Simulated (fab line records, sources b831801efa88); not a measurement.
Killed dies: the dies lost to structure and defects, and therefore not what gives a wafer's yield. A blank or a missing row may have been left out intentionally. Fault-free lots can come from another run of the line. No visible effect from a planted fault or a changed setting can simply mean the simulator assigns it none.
Which tool is to blame?	flow sky130	11 lots, 33 wafers sampled, at 4 steps of a route of 708

== WHAT EACH GAUGE READ, for each wafer ==
SKY_CAPM_THK_MEAS_04: measures by xrf.
lot	measured	on	CAPM_TIN_THK (nm)
L202	day 36 09:08	film metro-03	200.0 199.1 202.3
L203	day 36 18:19	film metro-03	196.5 200.4 201.8
L205	day 37 09:50	film metro-04	203.1 199.7 200.4
L206	day 37 16:25	film metro-02	203.7 202.4 202.9
L207	day 37 20:13	film metro-03	198.3 198.8 195.5
L208	day 38 01:57	film metro-03	199.3 199.0 198.0
L211	day 39 05:59	film metro-04	200.9 201.6 202.5
L215	day 40 13:08	film metro-03	204.0 203.4 203.2
L218	day 41 09:05	film metro-02	202.9 201.3 203.5
L219	day 41 18:41	film metro-02	196.3 201.9 201.3
L222	day 42 18:07	film metro-03	200.0 197.4 200.9

SKY_METAL3_CD_MEAS_13 targets a cd of 300 nm.
lot	measured	on	cd nm (nm)
L202	day 38 13:27	cd sem-02	300.4 302.4 302.5
L203	day 38 22:17	cd sem-01	297.5 298.3 299.3
L205	day 39 12:20	cd sem-02	300.8 300.4 302.0
L206	day 39 19:11	cd sem-01	301.4 300.5 299.9
L207	day 39 23:05	cd sem-01	301.0 299.1 300.4
L208	day 40 03:40	cd sem-01	301.4 301.0 299.6
L211	day 41 06:49	cd sem-02	299.8 299.6 298.4
L215	day 42 13:08	cd sem-01	300.6 301.5 301.5
L218	day 43 07:23	cd sem-02	299.8
L219	day 43 17:34	cd sem-01	299.5
L222	day 44 15:11	cd sem-01	298.6 298.1 296.4

== WHICH TOOL RAN EACH LOT (tool, then ch and the chambers of the sampled wafers, then the start) ==
lot	SKY_CAPM_METAL_ETCH_13	SKY_CAPM_STRIP_14
L202	rie metal-03 ch 0,1, day 37 11:11	plasma asher-04 ch 0,1, day 37 11:16
L203	rie metal-03 ch 0,1, day 37 20:33	plasma asher-04 ch 0,1, day 37 20:38
L205	rie metal-03 ch 0,1, day 38 10:55	plasma asher-03 ch 0,1, day 38 11:00
L206	rie metal-04 ch 0,1, day 38 17:33	plasma asher-03 ch 1, day 38 17:38
L207	rie metal-03 ch 0,1, day 38 21:19	plasma asher-01 ch 0,1, day 38 21:23
L208	rie metal-03 ch 0,1, day 39 02:58	plasma asher-04 ch 0,1, day 39 03:03
L211	rie metal-04 ch 1, day 40 06:10	plasma asher-03 ch 0, day 40 06:15
L215	rie metal-04 ch 0,1, day 41 12:13	plasma asher-04 ch 0,1, day 41 12:18
L218	rie metal-04 ch 0,1, day 42 08:18	plasma asher-03 ch 0,1, day 42 08:23
L219	rie metal-04 ch 0,1, day 42 18:21	plasma asher-04 ch 0,1, day 42 18:26
L222	rie metal-03 ch 0,1, day 43 16:35	plasma asher-01 ch 0,1, day 43 16:40
- SKY_CAPM_METAL_ETCH_13: etches TiN in Cl2/BCl3, stops on SiO2, target depth 220 nm, time 62.9 s.
- SKY_CAPM_STRIP_14: strips in O2/N2.

== AS READ BY THE TOOLS THEMSELVES (means over the sampled wafers that have a number; for cases with no such wafer, the mark the record gives instead) ==
SKY_CAPM_METAL_ETCH_13.
lot	tool	drypump motor current A (A)	oes product au (a.u.)	rf fwd power W (W)	throttle valve pct (%)
L202	rie metal-03	5.2	0.935	892	21.898
L203	rie metal-03	5.4	0.933	890	21.912
L205	rie metal-03	5.5	0.941	892	21.899
L206	rie metal-04	6.1	0.950	891	21.891
L207	rie metal-03	5.2	0.932	889	21.895
L208	rie metal-03	5.3	0.936	890	21.915
L211	rie metal-04	6.1	0.947	887	21.897
L215	rie metal-04	6.1	0.947	889	21.907
L218	rie metal-04	6.1	0.924	797	21.912
L219	rie metal-04	6.1	0.915	796	21.921
L222	rie metal-03	5.2	0.933	893	21.893

SKY_CAPM_STRIP_14.
lot	tool	drypump motor current A (A)	oes product au (a.u.)	strip time to endpoint s (s)
L202	plasma asher-04	5.5	0.710	12.61
L203	plasma asher-04	5.8	0.705	12.66
L205	plasma asher-03	5.8	0.712	12.69
L206	plasma asher-03	5.9	0.709	12.68
L207	plasma asher-01	6.3	0.711	12.60
L208	plasma asher-04	5.7	0.710	12.65
L211	plasma asher-03	5.5	0.712	12.65
L215	plasma asher-04	5.7	0.711	12.60
L218	plasma asher-03	5.8	0.713	12.80
L219	plasma asher-04	5.5	0.710	12.75
L222	plasma asher-01	6.4	0.709	12.69

== THE ANSWER, worked out from the rows above alone ==
Rule: the lots themselves supply what counts as usual. Put in order of their means at a reading, lots are off if they are a third of the lots or fewer, leave a main group of 4 or more, and stand apart from it by a gap of 3 or more times the standard deviation of the main group's means; of several such gaps the widest counts. A main group is skipped when, at the precision printed for the reading in the tables above, its means are all equal. Also off: a lot with no number at a reading for which 4 or more lots have one. The other lots that the step has rows for count as sound. After the gauges, taken in route order, come the tools' own readings; for these a lot's mean is taken, as printed above. The first step at which some lot is off is used, and at that step the reading that is off furthest; a lot without a number counts as furthest.
Off, at SKY_CAPM_METAL_ETCH_13 on rf fwd power W: L218, L219. The main group: mean 890 W, standard deviation 1.8.
A tool fits if, at that step or a process step before it, it ran every lot that is off, and no sound lot after the first of them. One fits: rie metal-04 at SKY_CAPM_METAL_ETCH_13. Its last sound lot is L215 (day 41 12:13), its first lot that is off L218 (day 42 08:18): a fault that began between those two fits.
On the lots that are off, the tool's own readings at SKY_CAPM_METAL_ETCH_13 differ by more than 5 times the standard deviation of the sound lots' means, which bears it out; rf fwd power W reads 796 W there versus 890 W on the sound lots.

== WHAT THE SIMULATOR PUT IN ==
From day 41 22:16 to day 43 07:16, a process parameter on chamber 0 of rie metal-04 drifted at SKY_CAPM_METAL_ETCH_13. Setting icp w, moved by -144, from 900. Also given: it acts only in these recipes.
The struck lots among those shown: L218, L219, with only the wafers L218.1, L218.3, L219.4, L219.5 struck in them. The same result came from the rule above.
